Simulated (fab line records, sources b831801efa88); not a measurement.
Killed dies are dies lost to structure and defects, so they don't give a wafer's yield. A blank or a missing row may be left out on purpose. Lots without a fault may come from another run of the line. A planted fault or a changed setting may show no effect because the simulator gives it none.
One fault seen from 2 desks | flow sky130 | each desk has only its own numbers; what lay behind them comes last

THE TOOL OWNER'S DESK: rie_si-02
The tool's own readings at SKY_POLY_GATE_ETCH_17 (etches poly-Si in HBr/Cl2, stops on SiO2, target depth 180 nm, time 70.5 s): means of the sampled wafers that have a number, for each lot that ran on this tool. A lot is out of limits, marked OUT, if its mean lies more than 4 standard deviations from the usual mean; the brackets give that distance.
Columns: A = drypump_motor_current_A at SKY_POLY_GATE_ETCH_17, usual 5.9 A; B = oes_product_au at SKY_POLY_GATE_ETCH_17, usual 0.987 a.u.; C = throttle_valve_pct at SKY_POLY_GATE_ETCH_17, usual 33.685 %
lot  | first seen here | A   | B     | C
L266 | day 18 15:56    | 6.3 | 0.992 | 33.680
L267 | day 19 09:38    | 6.2 | 0.988 | 33.688
L271 | day 20 08:29    | 6.0 | 0.990 | 33.685
L272 | day 21 05:02    | 6.2 | 0.977 | 33.686
L274 | day 21 18:35    | 5.3 | 0.984 | 33.675
L276 | day 22 17:56    | 6.1 | 0.985 | 33.684
L278 | day 23 03:04    | 6.2 | 1.001 | 33.679
This desk's finding: nothing out of limits on any of the 7 lots.

THE METROLOGY DESK
What the gauges read, lot by lot, whatever tool the lot ran on: means of the sampled wafers that have a number. A lot is out of limits, marked OUT, if its mean lies more than 4 standard deviations from the usual mean; the brackets give that distance.
Columns: A = cd_nm at SKY_POLY_CUT_CD_MEAS_08, usual 269.9 nm
lot  | first seen here | A
L260 | day 24 10:25    | 269.6
L262 | day 25 00:52    | 268.8
L263 | day 25 09:02    | 269.0
L266 | day 26 12:57    | 269.4
L267 | day 27 06:20    | 270.8
L271 | day 28 04:20    | 273.2
L272 | day 28 22:31    | 269.9
L274 | day 29 09:25    | 271.3
L275 | day 29 19:01    | 271.4
L276 | day 30 06:48    | 267.9
L278 | day 30 13:35    | 269.4
This desk's finding: nothing out of limits on any of the 11 lots.

PUT TOGETHER
The tool owner's desk saw nothing out of limits.
The metrology desk saw nothing out of limits.

WHAT THE SIMULATOR HAD PUT IN
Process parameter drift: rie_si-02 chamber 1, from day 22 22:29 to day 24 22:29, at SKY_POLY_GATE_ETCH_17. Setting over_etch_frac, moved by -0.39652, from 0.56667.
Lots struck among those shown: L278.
